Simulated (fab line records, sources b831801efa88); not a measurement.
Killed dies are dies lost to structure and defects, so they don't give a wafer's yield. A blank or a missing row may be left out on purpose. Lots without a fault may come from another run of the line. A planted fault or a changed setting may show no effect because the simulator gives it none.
Tool commonality check | flow sky130 | 10 lots, 30 wafers sampled

WHY IT WAS OPENED
At SKY_VT_ADJUST_NCORE_TW_MEAS_11 the reading VT_ADJUST_NCORE_TW is flagged on 1 of 10 lots. Wafers without a fault read 220.9, standard deviation 1.3.
Rule: a lot is flagged when every wafer of it that has a number lies more than 4 standard deviations from that mean, or none has a number. The other lots count as sound.

lot  | measured     | on            | VT_ADJUST_NCORE_TW, wafer by wafer | flag
L214 | day 8 16:00  | film_metro-03 | 221.0 219.5 220.3                  |
L213 | day 8 16:37  | film_metro-04 | 221.3 220.3 220.3                  |
L216 | day 9 08:58  | film_metro-04 | 221.0 222.5 223.4                  |
L218 | day 9 23:56  | film_metro-04 | 222.8 222.3 222.6                  |
L219 | day 10 03:38 | film_metro-03 | 222.1 220.8 222.3                  |
L223 | day 11 11:52 | film_metro-02 | 219.9 219.7 220.3                  |
L226 | day 12 08:28 | film_metro-03 | 30.3 30.2 30.3                     | FLAGGED
L231 | day 13 16:22 | film_metro-02 | 220.5 221.1 223.0                  |
L236 | day 15 20:53 | film_metro-03 | 220.5 219.6 219.4                  |
L235 | day 15 21:51 | film_metro-03 | 218.7 219.2 218.3                  |
The numbers of the flagged lots are 30.3 on average: -190.6 against the usual, or -99 or more standard deviations.

WHICH TOOL RAN EACH LOT
The record holds 3 process steps before the reading, out of a route of 708 steps. In each cell: the tool, then ch and the chambers that the sampled wafers went through, then the start.
lot  | flag    | SKY_NWELL_STRIP_14                   | SKY_NWELL_STRIP_25                   | SKY_VT_ADJUST_NCORE_EXPOSE_04
L214 |         | plasma_asher-02 ch 0,1, day 4 17:08  | plasma_asher-03 ch 0,1, day 5 10:22  | iline_stepper-01 ch 0, day 8 05:50
L213 |         | plasma_asher-03 ch 0,1, day 4 17:10  | plasma_asher-02 ch 0,1, day 5 10:41  | iline_stepper-01 ch 0, day 8 06:19
L216 |         | plasma_asher-02 ch 0,1, day 5 08:14  | plasma_asher-04 ch 1, day 6 02:41    | iline_stepper-01 ch 0, day 8 22:22
L218 |         | plasma_asher-02 ch 0,1, day 5 20:37  | plasma_asher-04 ch 0,1, day 6 15:49  | iline_stepper-02 ch 0, day 9 13:38
L219 |         | plasma_asher-03 ch 0,1, day 6 00:34  | plasma_asher-04 ch 0,1, day 6 19:56  | iline_stepper-01 ch 0, day 9 17:16
L223 |         | plasma_asher-02 ch 0,1, day 7 02:34  | plasma_asher-04 ch 0,1, day 7 21:05  | iline_stepper-01 ch 0, day 11 00:11
L226 | FLAGGED | plasma_asher-02 ch 0,1, day 7 19:44  | plasma_asher-04 ch 0,1, day 8 15:29  | iline_stepper-01 ch 0, day 11 20:38
L231 |         | plasma_asher-04 ch 0,1, day 8 20:28  | plasma_asher-02 ch 0,1, day 9 17:17  | iline_stepper-02 ch 0, day 13 04:01
L236 |         | plasma_asher-04 ch 0,1, day 10 13:23 | plasma_asher-03 ch 0,1, day 11 12:38 | iline_stepper-01 ch 0, day 15 06:35
L235 |         | plasma_asher-02 ch 0,1, day 10 13:46 | plasma_asher-04 ch 0,1, day 11 13:01 | iline_stepper-02 ch 0, day 15 08:02
What these steps do:
- SKY_NWELL_STRIP_14: strips in O2/N2.
- SKY_NWELL_STRIP_25: strips in O2/N2.
- SKY_VT_ADJUST_NCORE_EXPOSE_04: exposes mask LVTN COMPLEMENT THIN, target cd 380 nm.
- SKY_VT_ADJUST_NCORE_TW_MEAS_11

FLAGGED OVER TOTAL, TOOL BY TOOL (the gauges that took the reading come last)
step                           | tool             | lots run | flagged | share of the flagged lots | sound lots run after its first flagged lot
SKY_NWELL_STRIP_14             | plasma_asher-02  | 6        | 1       | all                       | 1 (L235)
SKY_NWELL_STRIP_14             | plasma_asher-03  | 2        | 0       | none                      | -
SKY_NWELL_STRIP_14             | plasma_asher-04  | 2        | 0       | none                      | -
SKY_NWELL_STRIP_25             | plasma_asher-02  | 2        | 0       | none                      | -
SKY_NWELL_STRIP_25             | plasma_asher-03  | 2        | 0       | none                      | -
SKY_NWELL_STRIP_25             | plasma_asher-04  | 6        | 1       | all                       | 1 (L235)
SKY_VT_ADJUST_NCORE_EXPOSE_04  | iline_stepper-01 | 7        | 1       | all                       | 1 (L236)
SKY_VT_ADJUST_NCORE_EXPOSE_04  | iline_stepper-02 | 3        | 0       | none                      | -
SKY_VT_ADJUST_NCORE_TW_MEAS_11 | film_metro-02    | 2        | 0       | none                      | -
SKY_VT_ADJUST_NCORE_TW_MEAS_11 | film_metro-03    | 5        | 1       | all                       | 2 (L236,L235)
SKY_VT_ADJUST_NCORE_TW_MEAS_11 | film_metro-04    | 3        | 0       | none                      | -

WHAT THE TABLE ALLOWS
4 rows of the table ran every flagged lot: plasma_asher-02 at SKY_NWELL_STRIP_14, plasma_asher-04 at SKY_NWELL_STRIP_25, iline_stepper-01 at SKY_VT_ADJUST_NCORE_EXPOSE_04, film_metro-03 at SKY_VT_ADJUST_NCORE_TW_MEAS_11.
- plasma_asher-02 at SKY_NWELL_STRIP_14: 1 of its 6 lots flagged. Sound lots ran on it after the first flagged one (L235), which a lasting fault on the whole tool wouldn't allow.
- plasma_asher-04 at SKY_NWELL_STRIP_25: 1 of its 6 lots flagged. Sound lots ran on it after the first flagged one (L235), which a lasting fault on the whole tool wouldn't allow.
- iline_stepper-01 at SKY_VT_ADJUST_NCORE_EXPOSE_04: 1 of its 7 lots flagged. Sound lots ran on it after the first flagged one (L236), which a lasting fault on the whole tool wouldn't allow.
- film_metro-03 at SKY_VT_ADJUST_NCORE_TW_MEAS_11: 1 of its 5 lots flagged. Sound lots ran on it after the first flagged one (L236, L235), which a lasting fault on the whole tool wouldn't allow.
No row of the table ran every flagged lot and no sound lot after the first.

WHAT THE SIMULATOR HAD PUT IN
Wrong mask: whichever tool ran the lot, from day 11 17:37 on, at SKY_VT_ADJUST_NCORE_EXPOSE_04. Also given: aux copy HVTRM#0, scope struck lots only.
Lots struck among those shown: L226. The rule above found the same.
